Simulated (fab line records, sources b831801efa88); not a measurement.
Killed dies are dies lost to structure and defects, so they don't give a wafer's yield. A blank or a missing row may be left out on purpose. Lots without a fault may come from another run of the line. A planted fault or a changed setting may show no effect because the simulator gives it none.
Problem report in the 8D (eight disciplines) form, filled by code | flow gf180mcu | the parts of the form that need people (team, actions taken, sign-off) are left out

1. THE PROBLEM
killed_at_M0_to_M3 at GF_PASSIVATION_PROBE_99 reads a mean of 326 on 2 wafers of 2 lots; wafers without a fault read 21 with a standard deviation of 4.9. That is +62 standard deviations from the usual mean.
First seen on wafer L719.3, day 34 14:15, on prober-02. The record holds 12 wafers of 4 lots with a number at this step. Rule for "out", or "out of limits": more than 4 standard deviations from the usual mean. The other wafers with a number count as sound.

2. WHAT IT IS AND WHAT IT IS NOT
question                    | is                                                                                                                                                              | is not
which readings at this step | killed_at_M0_to_M3, defect_limited_yield, killed_dies, killed_on_rim, sort_bin_3_pad_short, sort_bin_5_function, sort_bin_6_memory, sort_n_pass, sort_yield_pct | killed_at_contacts, killed_at_other
which lots                  | L719, L721                                                                                                                                                      | L704, L707
which wafers of those lots  | L719.3, L721.6                                                                                                                                                  | L719.1, L719.2, L721.1, L721.3
read on which tools         | prober-02                                                                                                                                                       | prober-01
when                        | from day 34 14:15                                                                                                                                               | up to then (8 sound wafers); but 2 sound wafers of L721 came after

3. SUSPECTS, AND WHAT RULES EACH OUT
Counting: a tool at a process step up to the reading stays a suspect if it ran every lot that is out. Sound lots after the first of them don't rule it out here, since some wafers of a struck lot are sound.
- cmp-01 at GF_V1_CMP_04 (polishes SiO2): kept. It ran every lot that is out, first L719 (day 24 12:35); its last sound lot up to then is L707 (day 21 00:20).
- prober-02 at GF_PASSIVATION_PROBE_99: kept. It ran every lot that is out, first L719 (day 34 14:09); its last sound lot up to then is L707 (day 32 00:43). Its own readings are out on those wafers: defect_limited_yield, killed_at_M0_to_M3, killed_dies, killed_on_rim, sort_bin_3_pad_short, sort_bin_5_function, sort_bin_6_memory, sort_n_pass, sort_yield_pct.
- Within cmp-01 at GF_V1_CMP_04: the wafers that are out ran in chamber 1; their sound lot-mates ran in chambers 0, 2, 3.
Left after counting: cmp-01 at GF_V1_CMP_04, prober-02 at GF_PASSIVATION_PROBE_99.

4. THE CAUSE (what the simulator had put in)
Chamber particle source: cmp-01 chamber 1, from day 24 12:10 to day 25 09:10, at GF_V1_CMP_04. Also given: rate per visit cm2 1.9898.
Counting left 2 suspects, and this tool is among them.

5. THE CHAIN OF EFFECTS, in route order
Each row: a reading whose mean over the struck wafers that have a number lies more than 3 standard deviations from the usual. Only readings for which the record gives a usual standard deviation are gone through. hours: the time from each lot's start at the first step in this table that gives one to its start at this step, as a median over the lots. sigmas: the change in usual standard deviations.
hours | step                    | reading              | usual  | on struck wafers | change | sigmas
0     | GF_PASSIVATION_PROBE_99 | defect_limited_yield | 90.5 % | 31.2             | -59.3  | -42
0     | GF_PASSIVATION_PROBE_99 | killed_at_M0_to_M3   | 21     | 326              | +305   | +62
0     | GF_PASSIVATION_PROBE_99 | killed_dies          | 47     | 338              | +292   | +41
0     | GF_PASSIVATION_PROBE_99 | killed_on_rim        | 9.0    | 65.0             | +56.0  | +20
0     | GF_PASSIVATION_PROBE_99 | sort_bin_3_pad_short | 0.43 % | 5.69             | +5.26  | +19
0     | GF_PASSIVATION_PROBE_99 | sort_bin_5_function  | 5.5 %  | 44.5             | +39.0  | +35
0     | GF_PASSIVATION_PROBE_99 | sort_bin_6_memory    | 3.6 %  | 18.6             | +15.0  | +17
0     | GF_PASSIVATION_PROBE_99 | sort_n_pass          | 445    | 154              | -292   | -41
0     | GF_PASSIVATION_PROBE_99 | sort_yield_pct       | 90.5 % | 31.2             | -59.3  | -42
The process steps in it:
- GF_PASSIVATION_PROBE_99

6. WHAT WOULD HAVE CAUGHT IT SOONER
In this record the first reading out of limits was taken at day 34 14:15, 242 hours after the fault began at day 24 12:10.
Of the tool readings at GF_V1_CMP_04 for which the record gives a usual standard deviation, none was out on any struck wafer, so an alarm limit of 4 standard deviations on them would not have fired.
All the lots that are out (2) had begun GF_V1_CMP_04 on cmp-01 by day 34 14:15. A hold on the tool at that time would have spared none of them.
